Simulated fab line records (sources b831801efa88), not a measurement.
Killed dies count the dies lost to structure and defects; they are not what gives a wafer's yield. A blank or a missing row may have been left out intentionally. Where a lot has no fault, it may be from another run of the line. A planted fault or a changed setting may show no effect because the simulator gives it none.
fab line records    flow sky130
[record] lots = 15  wafers = 45  lastDay = 50
route steps=708 shown POLY_GATE@230 LDD_LDN@302 SPACER@304 POLY_CUT@318
lots with no fault: from the same line, run without faults
startH: start of the lot's first displayed wafer, in hours after the record's first day    waitH: how many hours have passed since the lot's step before this one    " identical to the entry in the row above    L1.1+2: several wafers, shown together as one row    - no value, or no start given    * or withheld: withheld    < > ~ a bound
route shown NAME@n: NAME is a module with steps in the file, n the number in the route of the first one    usual: mean/standard deviation taken from wafers without a fault    same: alike in all rows    chamber/n: place in a boat    sites: each site's reading    _std_site: standard deviation across them    _edge_site: outer sites' mean less inner sites'    radiusMm: how far each site lies from the wafer's centre    mask NAME#n: copy n    behind: the most recent tool/chamber to have shaped the wafer    hold: reason for holding the lot/hours on hold/outcome of the hold    device: names the non-switching transistor (n, p or np)    end of line: at the end of the route, the tests of the same wafers    a step given without rows: its recipe and nothing more    killed: the dies lost at the first sort to structure and to defects; this is not the yield of the wafer    map: a wafer's dies, x killed, . not, _ none there
set.NAME: the setting as run; set.NAME@STEP: as run at that earlier step    model.NAME: the simulator's own value behind a step, which no gauge read
steps of the route over a sample of lots; a table a step, a row a wafer
services: when a tool's chamber went out of use (startH, in hours from the record's first day, below 0 if earlier), for how many hours, and the reason
[[steps]]
[step SKY_POLY_GATE_ETCH_16]
[recipe] stopOn = poly-Si  chemistry = CH3F/O2  target = Si3N4  sourceW = 400  biasW = 80  pressureMtorr = 25  ch3fFlowSccm = 40  O2_flow_sccm = 30  timeS = 147.5  targetDepthA = 750
[usual] drypumpMotorCurrentA = 5.8/0.42  oesProductAu = 0.641/0.0052  throttleValvePct = 10.535/0.0098
[same] timeS = 147.5
lot.wafer  tool        chamber  startH  waitH  drypumpMotorCurrentA  oesProductAu  rfHoursCounterH  throttleValvePct
L742.1     rieDiel-02  3        380.34  0.0    5.7                   0.640         5                10.540
L742.2     "           1        "       "      5.2                   0.638         89               10.535
L742.3     "           0        "       "      6.2                   0.643         3                10.547
L743.1     rieDiel-02  2        382.59  0.0    6.1                   0.637         42               10.523
L743.4     "           0        "       "      6.2                   0.637         3                10.527
L743.5     "           3        "       "      5.7                   0.648         -                10.542
L744.4     rieDiel-02  1        389.35  0.0    5.2                   0.635         90               10.536
L744.5     "           1        "       "      5.2                   0.635         -                10.546
L744.6     "           2        "       "      6.2                   0.642         -                10.549
L745.1     rieDiel-04  2        402.99  0.0    6.4                   0.638         88               10.537
L745.4     "           1        "       "      5.9                   0.642         14               10.525
L745.5     "           0        "       "      5.9                   0.639         -                10.530
L747.1     rieDiel-02  3        418.06  0.0    5.7                   0.646         6                10.518
L747.3     "           2        "       "      6.1                   0.647         43               10.524
L747.4     "           1        "       "      5.2                   0.636         90               10.535
L749.3     rieDiel-04  2        441.36  0.0    6.4                   0.646         89               10.542
L749.5     "           2        "       "      6.4                   0.646         -                10.541
L749.6     "           1        "       "      6.0                   0.640         -                10.529
L750.1     rieDiel-04  1        444.34  0.0    5.9                   0.650         15               10.543
L750.3     "           2        "       "      6.4                   0.636         89               10.540
L750.5     "           2        "       "      6.4                   0.647         -                10.545
L751.1     rieDiel-02  3        450.99  0.0    5.6                   0.632         7                10.516
L751.2     "           1        "       "      5.2                   0.639         91               10.526
L751.4     "           0        "       "      6.2                   0.644         4                10.535
L752.2     rieDiel-02  1        468.14  0.0    5.2                   0.641         92               10.552
L752.3     "           2        "       "      6.1                   0.641         44               10.537
L752.4     "           3        "       "      5.6                   0.639         7                10.527
L753.2     rieDiel-01  1        472.56  0.0    5.5                   0.633         1                10.518
L753.3     "           0        "       "      4.9                   0.647         17               10.530
L753.5     "           2        "       "      6.1                   0.641         -                10.538
L754.1     rieDiel-02  0        485.01  0.0    6.2                   0.638         5                10.551
L754.3     "           1        "       "      5.2                   0.648         92               10.536
L754.6     "           0        "       "      6.2                   0.641         -                10.549
L758.1     rieDiel-04  2        514.29  0.0    6.4                   0.646         91               10.534
L758.3     "           1        "       "      5.9                   0.648         17               10.548
L758.6     "           2        "       "      6.4                   0.643         -                10.533
L762.2     rieDiel-01  3        546.83  0.0    5.5                   0.647         1                10.529
L762.4     "           1        "       "      5.5                   0.651         3                10.527
L762.5     "           2        "       "      6.1                   0.648         -                10.522
L763.2     rieDiel-04  2        553.93  0.0    6.4                   0.640         0                10.526
L763.3     "           0        "       "      5.9                   0.635         23               10.511
L763.4     "           3        "       "      5.7                   0.634         18               10.527
L764.2     rieDiel-02  0        563.64  0.0    6.2                   0.637         6                10.540
L764.3     "           2        "       "      6.1                   0.643         45               10.530
L764.4     "           3        "       "      5.7                   0.629         9                10.544
[step SKY_LDD_LDN_TW_MEAS_13]
[usual] LDD_LDN_TW = 1474/16
lot.wafer  tool          chamber  startH  waitH  LDD_LDN_TW
L742.1     filmMetro-02  -        536.68  0.1    1453
L742.2     "             -        "       "      1453
L742.3     "             -        "       "      1458
L743.1     filmMetro-03  -        537.43  0.1    1476
L743.4     "             -        "       "      1489
L743.5     "             -        "       "      1479
L744.4     filmMetro-03  -        544.04  0.1    1470
L744.5     "             -        "       "      1477
L744.6     "             -        "       "      1481
L745.1     filmMetro-02  -        562.73  0.1    1465
L745.4     "             -        "       "      1466
L745.5     "             -        "       "      1458
L747.1     filmMetro-01  -        577.26  0.1    1481
L747.3     "             -        "       "      1488
L747.4     "             -        "       "      1482
L749.3     filmMetro-02  -        597.53  0.1    1453
L749.5     "             -        "       "      1451
L749.6     "             -        "       "      1448
L750.1     filmMetro-03  -        599.08  0.1    1495
L750.3     "             -        "       "      1495
L750.5     "             -        "       "      1489
L751.1     filmMetro-02  -        605.23  0.1    1449
L751.2     "             -        "       "      1455
L751.4     "             -        "       "      1450
L752.2     filmMetro-01  -        622.47  0.1    1481
L752.3     "             -        "       "      1483
L752.4     "             -        "       "      1479
L753.2     filmMetro-02  -        626.67  0.1    1468
L753.3     "             -        "       "      1459
L753.5     "             -        "       "      1460
L754.1     filmMetro-02  -        636.38  0.1    1461
L754.3     "             -        "       "      1461
L754.6     "             -        "       "      1472
L758.1     filmMetro-01  -        665.88  0.1    1479
L758.3     "             -        "       "      1477
L758.6     "             -        "       "      1482
L762.2     filmMetro-02  -        692.97  0.1    1451
L762.4     "             -        "       "      1454
L762.5     "             -        "       "      1453
L763.2     filmMetro-03  -        701.49  0.1    1493
L763.3     "             -        "       "      1494
L763.4     "             -        "       "      1487
L764.2     filmMetro-01  -        709.82  0.1    1488
L764.3     "             -        "       "      1483
L764.4     "             -        "       "      1482
[step SKY_SPACER_CVD_00]
[recipe] material = Si3N4  precursor = DCS/NH3  targetThkNm = 43.1  tempC = 770  timeS = 740  pressureMtorr = 250
[usual] spikeTcBottomC = 789.8/2.3  spikeTcCentreC = 770.7/1.1  spikeTcLowerC = 770.6/1.1  susceptorTempC = 770.0/0.35  zonePowerCentrePct = 12.8/0.4  zonePowerLowerPct = 14.3/1.2
[same] timeS = 740
lot.wafer  tool      chamber  startH  waitH  spikeTcBottomC  spikeTcCentreC  spikeTcLowerC  susceptorTempC  zonePowerCentrePct  zonePowerLowerPct
L742.1     lpcvd-02  1        536.84  0.0    789.2           771.2           770.1          770.0           13.0                14.8
L742.2     "         1        "       "      788.9           769.6           771.2          770.2           12.9                15.1
L742.3     "         1        "       "      788.4           769.6           770.7          769.8           13.2                14.9
L743.1     lpcvd-02  1        538.05  0.5    789.8           770.7           769.6          769.6           13.4                15.2
L743.4     "         1        "       "      789.6           770.1           772.0          770.3           13.0                15.1
L743.5     "         1        "       "      788.9           769.8           769.1          770.6           13.0                15.2
L744.4     lpcvd-02  1        545.29  1.2    788.8           770.5           771.3          770.0           12.9                15.0
L744.5     "         1        "       "      788.2           769.9           770.4          770.1           13.0                15.1
L744.6     "         1        "       "      788.8           770.2           772.2          769.9           13.1                15.2
L745.1     lpcvd-02  0        562.85  0.0    792.6           771.8           769.3          770.5           12.3                12.4
L745.4     "         0        "       "      791.2           771.3           769.7          769.8           12.0                12.8
L745.5     "         0        "       "      793.5           772.1           770.0          770.5           12.2                12.6
L747.1     lpcvd-02  1        577.57  0.2    787.5           770.0           771.9          769.9           13.0                15.2
L747.3     "         1        "       "      787.3           770.6           772.7          770.0           13.1                14.9
L747.4     "         1        "       "      790.1           769.9           772.2          769.8           13.0                15.0
L749.3     lpcvd-02  0        597.62  0.0    794.1           771.3           771.0          770.0           12.1                12.5
L749.5     "         0        "       "      795.4           772.8           770.7          770.6           12.2                12.4
L749.6     "         0        "       "      793.9           770.2           769.6          770.5           12.0                12.4
L750.1     lpcvd-02  0        599.24  0.0    793.9           770.9           770.8          769.7           12.3                12.5
L750.3     "         0        "       "      793.8           771.6           768.1          769.4           12.2                12.5
L750.5     "         0        "       "      794.1           771.7           769.6          769.6           12.1                12.6
L751.1     lpcvd-02  1        605.39  0.0    787.5           770.5           771.4          770.3           13.0                14.9
L751.2     "         1        "       "      789.5           770.4           770.5          770.0           13.3                15.1
L751.4     "         1        "       "      788.9           768.8           770.1          769.9           13.1                15.3
L752.2     lpcvd-02  0        623.61  1.0    793.0           771.5           768.9          770.4           12.3                12.4
L752.3     "         0        "       "      794.6           770.7           769.3          769.5           12.0                12.7
L752.4     "         0        "       "      793.0           773.4           769.7          770.1           12.1                12.6
L753.2     lpcvd-02  1        626.77  0.0    788.8           769.9           769.9          770.2           12.8                15.0
L753.3     "         1        "       "      787.7           770.4           770.6          770.5           12.9                15.4
L753.5     "         1        "       "      787.4           770.5           772.4          770.7           13.0                15.1
L754.1     lpcvd-02  1        637.48  1.0    787.1           767.5           771.8          769.5           13.1                15.2
L754.3     "         1        "       "      787.2           770.4           771.8          769.4           13.1                15.0
L754.6     "         1        "       "      787.9           772.6           770.9          769.8           13.1                15.0
L758.1     lpcvd-02  1        666.64  0.7    789.1           770.6           772.3          769.6           13.1                15.2
L758.3     "         1        "       "      788.0           770.8           771.8          770.2           13.3                15.1
L758.6     "         1        "       "      787.8           770.9           769.8          770.1           13.0                15.3
L762.2     lpcvd-02  1        693.07  0.0    782.0           764.4           813.4          770.1           7.8                 28.3
L762.4     "         1        "       "      781.0           765.8           812.6          769.7           7.8                 28.7
L762.5     "         1        "       "      781.0           764.9           812.6          769.9           7.8                 29.2
L763.2     lpcvd-02  1        701.59  0.0    783.0           763.6           811.5          769.4           7.7                 28.7
L763.3     "         1        "       "      782.5           765.9           813.6          769.8           7.9                 28.7
L763.4     "         1        "       "      781.7           767.1           812.5          769.7           7.8                 29.3
L764.2     lpcvd-02  1        709.92  0.0    781.4           765.2           811.8          770.0           7.8                 29.0
L764.3     "         1        "       "      782.0           764.2           813.4          769.8           7.7                 28.6
L764.4     "         1        "       "      780.5           764.7           810.8          770.2           7.8                 28.1
[step SKY_SPACER_THK_MEAS_01]
[recipe] reads = Si3N4_of_SPACER_CVD_00
[usual] SPACER_CVD_00_THK = 43.3/0.39
lot.wafer  tool          chamber  startH  waitH  SPACER_CVD_00_THK[nm]
L742.1     filmMetro-04  -        538.05  0.0    43.8
L742.2     "             -        "       "      44.0
L742.3     "             -        "       "      44.0
L743.1     filmMetro-02  -        539.26  0.0    42.8
L743.4     "             -        "       "      42.7
L743.5     "             -        "       "      43.0
L744.4     filmMetro-02  -        546.53  0.0    43.2
L744.5     "             -        "       "      43.6
L744.6     "             -        "       "      43.0
L745.1     filmMetro-04  -        564.05  0.0    43.9
L745.4     "             -        "       "      43.4
L745.5     "             -        "       "      43.2
L747.1     filmMetro-02  -        578.78  0.0    43.1
L747.3     "             -        "       "      43.3
L747.4     "             -        "       "      43.3
L749.3     filmMetro-04  -        598.84  0.0    42.6
L749.5     "             -        "       "      42.8
L749.6     "             -        "       "      42.5
L750.1     filmMetro-02  -        600.45  0.0    43.1
L750.3     "             -        "       "      43.6
L750.5     "             -        "       "      43.8
L751.1     filmMetro-03  -        606.60  0.0    42.8
L751.2     "             -        "       "      43.0
L751.4     "             -        "       "      42.6
L752.2     filmMetro-04  -        624.83  0.0    43.1
L752.3     "             -        "       "      43.5
L752.4     "             -        "       "      43.3
L753.2     filmMetro-02  -        627.99  0.0    43.5
L753.3     "             -        "       "      44.1
L753.5     "             -        "       "      43.8
L754.1     filmMetro-03  -        638.69  0.0    43.7
L754.3     "             -        "       "      43.8
L754.6     "             -        "       "      43.7
L758.1     filmMetro-02  -        667.85  0.0    43.4
L758.3     "             -        "       "      43.2
L758.6     "             -        "       "      43.3
L762.2     filmMetro-04  -        694.28  0.0    52.3
L762.4     "             -        "       "      47.8
L762.5     "             -        "       "      46.5
L763.2     filmMetro-04  -        702.81  0.0    44.5
L763.3     "             -        "       "      44.5
L763.4     "             -        "       "      43.6
L764.2     filmMetro-02  -        711.13  0.0    52.0
L764.3     "             -        "       "      49.7
L764.4     "             -        "       "      47.8
[step SKY_SPACER_ETCHBACK_02]
[recipe] chemistry = CH3F/O2  target = Si3N4  stopOn = SiO2  sourceW = 400  biasW = 80  pressureMtorr = 25  ch3fFlowSccm = 40  O2_flow_sccm = 30  timeS = 46.7  targetDepthA = 450
[usual] drypumpMotorCurrentA = 5.6/0.38  oesProductAu = 0.858/0.0064  throttleValvePct = 10.562/0.0095
[same] timeS = 46.7
lot.wafer  tool        chamber  startH  waitH  drypumpMotorCurrentA  oesProductAu  rfHoursCounterH  throttleValvePct
L742.1     rieDiel-02  2        538.11  0.1    6.1                   0.869         45               10.557
L742.2     "           0        "       "      6.2                   0.856         6                10.545
L742.3     "           1        "       "      5.2                   0.866         0                10.551
L743.1     rieDiel-03  0        539.32  0.1    5.8                   0.852         2                10.558
L743.4     "           3        "       "      5.3                   0.845         8                10.550
L743.5     "           0        "       "      5.8                   0.855         -                10.559
L744.4     rieDiel-03  2        546.56  0.0    5.3                   0.852         5                10.553
L744.5     "           3        "       "      5.3                   0.859         -                10.571
L744.6     "           0        "       "      5.8                   0.861         -                10.549
L745.1     rieDiel-01  2        564.11  0.1    6.2                   0.872         26               10.552
L745.4     "           0        "       "      4.9                   0.866         -                10.553
L745.5     "           1        "       "      5.5                   0.854         -                10.580
L747.1     rieDiel-02  0        578.84  0.1    6.2                   0.860         6                10.554
L747.3     "           3        "       "      5.6                   0.850         9                10.560
L747.4     "           1        "       "      5.2                   0.856         1                10.566
L749.3     rieDiel-01  2        598.88  0.0    6.2                   0.853         27               10.548
L749.5     "           0        "       "      4.9                   0.850         -                10.554
L749.6     "           3        "       "      5.5                   0.846         -                10.544
L750.1     rieDiel-02  1        600.51  0.1    5.2                   0.856         1                10.553
L750.3     "           2        "       "      6.1                   0.856         46               10.561
L750.5     "           2        "       "      6.1                   0.867         -                10.568
L751.1     rieDiel-03  0        606.66  0.1    5.8                   0.857         3                10.558
L751.2     "           2        "       "      5.3                   0.851         5                10.543
L751.4     "           3        "       "      5.3                   0.850         9                10.554
L752.2     rieDiel-01  3        624.88  0.0    5.5                   0.850         3                10.560
L752.3     "           0        "       "      4.9                   0.866         21               10.561
L752.4     "           2        "       "      6.1                   0.860         28               10.569
L753.2     rieDiel-01  3        628.04  0.0    5.5                   0.866         3                10.565
L753.3     "           1        "       "      5.5                   0.861         5                10.577
L753.5     "           3        "       "      5.5                   0.861         -                10.552
L754.1     rieDiel-03  3        638.75  0.1    5.3                   0.867         10               10.541
L754.3     "           0        "       "      5.8                   0.856         4                10.563
L754.6     "           0        "       "      5.7                   0.864         -                10.569
L758.1     rieDiel-02  3        667.91  0.1    5.6                   0.854         10               10.574
L758.3     "           2        "       "      6.1                   0.851         47               10.572
L758.6     "           3        "       "      5.6                   0.863         -                10.562
L762.2     rieDiel-03  3        694.33  0.0    5.3                   0.944         11               10.567
L762.4     "           0        "       "      5.8                   0.907         5                10.585
L762.5     "           0        "       "      5.8                   0.897         -                10.573
L763.2     rieDiel-01  0        702.86  0.0    4.8                   0.867         23               10.553
L763.3     "           3        "       "      5.5                   0.879         5                10.559
L763.4     "           2        "       "      6.1                   0.859         29               10.559
L764.2     rieDiel-02  2        711.18  0.0    6.1                   0.950         48               10.582
L764.3     "           0        "       "      6.3                   0.933         9                10.558
L764.4     "           1        "       "      5.2                   0.900         4                10.573
[step SKY_POLY_CUT_ETCH_11]
[recipe] target = Si3N4  chemistry = CF4/CH2F2/Ar  stopOn = poly-Si  sourceW = 600  biasW = 150  pressureMtorr = 40  cf4FlowSccm = 40  ch2f2FlowSccm = 20  Ar_flow_sccm = 150  timeS = 42.5  targetDepthA = 600
[usual] drypumpMotorCurrentA = 5.7/0.36  oesProductAu = 0.829/0.0062  throttleValvePct = 14.995/0.0085
[same] timeS = 42.5
lot.wafer  tool        chamber  startH  waitH  drypumpMotorCurrentA  oesProductAu  rfHoursCounterH  throttleValvePct
L742.1     rieDiel-03  1        568.49  0.0    5.5                   0.834         31               15.018
L742.2     "           3        "       "      5.3                   0.830         9                14.987
L742.3     "           2        "       "      5.3                   0.824         5                14.992
L743.1     rieDiel-03  0        569.19  0.0    5.8                   0.830         2                14.973
L743.4     "           3        "       "      5.3                   0.830         9                14.994
L743.5     "           3        "       "      5.3                   0.817         -                14.986
L744.4     rieDiel-02  0        576.24  0.0    6.2                   0.833         6                15.002
L744.5     "           0        "       "      6.2                   0.829         -                15.003
L744.6     "           3        "       "      5.7                   0.832         -                15.003
L745.1     rieDiel-03  0        593.09  0.0    5.8                   0.823         3                14.992
L745.4     "           3        "       "      5.3                   0.824         9                14.991
L745.5     "           3        "       "      5.3                   0.833         -                14.988
L747.1     rieDiel-04  0        607.44  0.0    5.9                   0.823         24               14.986
L747.3     "           3        "       "      5.7                   0.827         19               14.995
L747.4     "           2        "       "      6.4                   0.820         2                15.010
L749.3     rieDiel-02  3        627.60  0.0    5.6                   0.828         10               14.991
L749.5     "           1        "       "      5.2                   0.831         -                15.012
L749.6     "           0        "       "      6.2                   0.827         -                14.988
L750.1     rieDiel-04  0        629.65  0.0    5.9                   0.828         24               14.999
L750.3     "           3        "       "      5.7                   0.832         19               14.997
L750.5     "           1        "       "      5.9                   0.835         -                14.995
L751.1     rieDiel-04  3        636.04  0.0    5.7                   0.831         20               14.988
L751.2     "           0        "       "      5.9                   0.829         24               14.995
L751.4     "           2        "       "      6.4                   0.836         2                14.992
L752.2     rieDiel-02  1        653.45  0.0    5.2                   0.838         2                14.995
L752.3     "           0        "       "      6.2                   0.839         7                14.995
L752.4     "           3        "       "      5.7                   0.829         10               14.989
L753.2     rieDiel-04  2        656.09  0.0    6.4                   0.823         2                14.990
L753.3     "           1        "       "      5.9                   0.830         20               14.989
L753.5     "           3        "       "      5.7                   0.820         -                14.989
L754.1     rieDiel-03  2        666.95  0.0    5.3                   0.837         6                14.996
L754.3     "           3        "       "      5.3                   0.834         10               14.992
L754.6     "           2        "       "      5.3                   0.826         -                14.990
L758.1     rieDiel-03  3        696.35  0.0    5.3                   0.827         11               14.993
L758.3     "           2        "       "      5.3                   0.828         7                14.992
L758.6     "           3        "       "      5.3                   0.829         -                14.989
L762.2     rieDiel-02  3        722.40  0.0    5.7                   0.835         12               15.001
L762.4     "           0        "       "      6.2                   0.844         9                14.995
L762.5     "           2        "       "      6.1                   0.837         -                14.990
L763.2     rieDiel-04  3        731.40  0.0    5.7                   0.829         22               14.991
L763.3     "           2        "       "      6.4                   0.824         4                15.003
L763.4     "           1        "       "      6.0                   0.829         22               14.982
L764.2     rieDiel-04  2        739.55  0.0    6.4                   0.829         4                14.991
L764.3     "           3        "       "      5.7                   0.820         22               14.987
L764.4     "           0        "       "      5.8                   0.823         27               14.982
[[services]]
tool        chamber  startH  hours  kind
rieDiel-04  -        356.74  0.4    repair
rieDiel-02  3        363.21  6.3    repair
rieDiel-02  0        367.30  4.7    repair
rieDiel-03  3        408.17  4.6    repair
rieDiel-02  0        409.98  4.1    repair
lpcvd-02    -        424.20  6.0    pm
rieDiel-04  0        435.19  3.0    repair
rieDiel-03  0        454.84  7.0    repair
rieDiel-02  2        465.58  2.0    repair
rieDiel-03  3        477.14  3.3    repair
rieDiel-03  -        505.46  2.4    repair
rieDiel-04  0        511.95  8.6    repair
rieDiel-02  2        530.49  5.6    repair
rieDiel-02  -        532.92  4.7    repair
rieDiel-03  1        548.24  1.5    repair
rieDiel-03  2        570.05  13.1   repair
rieDiel-02  -        584.93  14.6   pm
rieDiel-03  -        589.35  2.8    pm
lpcvd-02    -        603.25  0.4    repair
rieDiel-04  2        616.03  16.7   repair
rieDiel-04  -        617.70  0.5    repair
rieDiel-02  1        654.79  8.2    repair
rieDiel-02  0        672.54  9.5    repair
rieDiel-04  3        735.03  1.8    repair
[[key]]
[firstSign] step = SKY_SPACER_CVD_00  reading = spikeTcLowerC  direction = up  sigmas = 37  usual = 770.6  struck = 812.5
[effect] step = SKY_SPACER_CVD_00  reading = zonePowerCentrePct  direction = down  sigmas = 13  usual = 12.8  struck = 7.8
[effect] step = SKY_SPACER_THK_MEAS_01  reading = SPACER_CVD_00_THK  direction = up  sigmas = 11  usual = 43.3  struck = 47.6  wafersMoved = 8
[effect] step = SKY_SPACER_ETCHBACK_02  reading = oesProductAu  direction = up  sigmas = 7.3  usual = 0.858  struck = 0.904  wafersMoved = 7
metAt SKY_SPACER_CVD_00
struckLots L762,L763,L764
sortLeftOut L762.2,L762.4,L762.5,L764.2,L764.3,L764.4
testerLeftOut L762,L763,L764
notActingAt SKY_POLY_GATE_ETCH_16,SKY_LDD_LDN_TW_MEAS_13,SKY_POLY_CUT_ETCH_11
onsetBetween 666.64 693.07
[fault] kind = processParameterDrift  tool = lpcvd-02  chamber = -  onsetH = 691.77  steps = SKY_SPACER_CVD_00  channel = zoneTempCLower  offset = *  shape = step  endH = 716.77
// testerLeftOut: of these lots the tester's yield and bins aren't shown, on N5 and GAA mostly nor the transistor test; their killed dies are dies lost to structure and defects alone, not to doping, threshold or leakage, so they don't give the yield
// sortLeftOut: the simulated sort isn't trusted on such a fault, so these wafers' sort isn't shown, and their yield isn't known
